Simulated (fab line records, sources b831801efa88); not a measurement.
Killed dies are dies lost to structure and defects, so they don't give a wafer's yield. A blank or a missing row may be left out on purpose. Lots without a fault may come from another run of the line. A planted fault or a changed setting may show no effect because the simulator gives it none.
Chamber matching | flow sky130 | SKY_FIELD_ISO_ETCH_17 on rie_si-01: 4 sister chambers
The step etches Si in HBr/Cl2/O2, target depth 342 nm, time 97.7 s. 8 wafers are shown with their chamber, then 7 later ones without.

WAFERS WITH THEIR CHAMBER
wafer  | chamber | drypump_motor_current_A (A) | rf_fwd_power_W (W)
L794.4 | 1       | 5.8                         | 599.5
L794.6 | 3       | 5.3                         | 595.0
L795.5 | 2       | 6.3                         | 596.8
L795.6 | 1       | 5.9                         | 600.9
L799.3 | 2       | 6.3                         | 596.6
L799.5 | 0       | 5.2                         | 596.1
L800.1 | 0       | 5.2                         | 597.7
L800.3 | 3       | 5.3                         | 594.6

WAFERS WITHOUT THEIR CHAMBER
wafer  | drypump_motor_current_A (A) | rf_fwd_power_W (W)
L800.6 | 5.2                         | 596.6
L803.1 | 5.8                         | 596.4
L803.2 | 6.3                         | 596.9
L803.3 | 5.2                         | 593.3
L807.1 | 5.2                         | 597.4
L807.2 | 6.3                         | 592.4
L807.4 | 5.8                         | 597.5

WHICH CHAMBER EACH WENT THROUGH
wafer  | from the rows above     | in truth
L800.6 | 0                       | 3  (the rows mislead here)
L803.1 | 1                       | 1
L803.2 | 2                       | 2
L803.3 | can't be placed: 3 or 0 | 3
L807.1 | 0                       | 0
L807.2 | 2                       | 2
L807.4 | 1                       | 1
Placed correctly: 5 of 7. Can't be placed from these rows: 1 (the true chamber is among the candidates in 1). Placed wrongly: 1.
How it was worked out, from the rows above alone: a wafer's distance from a chamber is the root of the sum, over the readings, of the square of ((its reading less the chamber's mean) divided by the reading's scatter). The wafer belongs to the nearest chamber; if the next one is less than 2 further off, it can't be placed. A chamber's mean is the mean of its shown wafers. The scatter: the root of (the sum of the squares of (reading less its chamber's mean) over the shown wafers, divided by (wafers less chambers)).
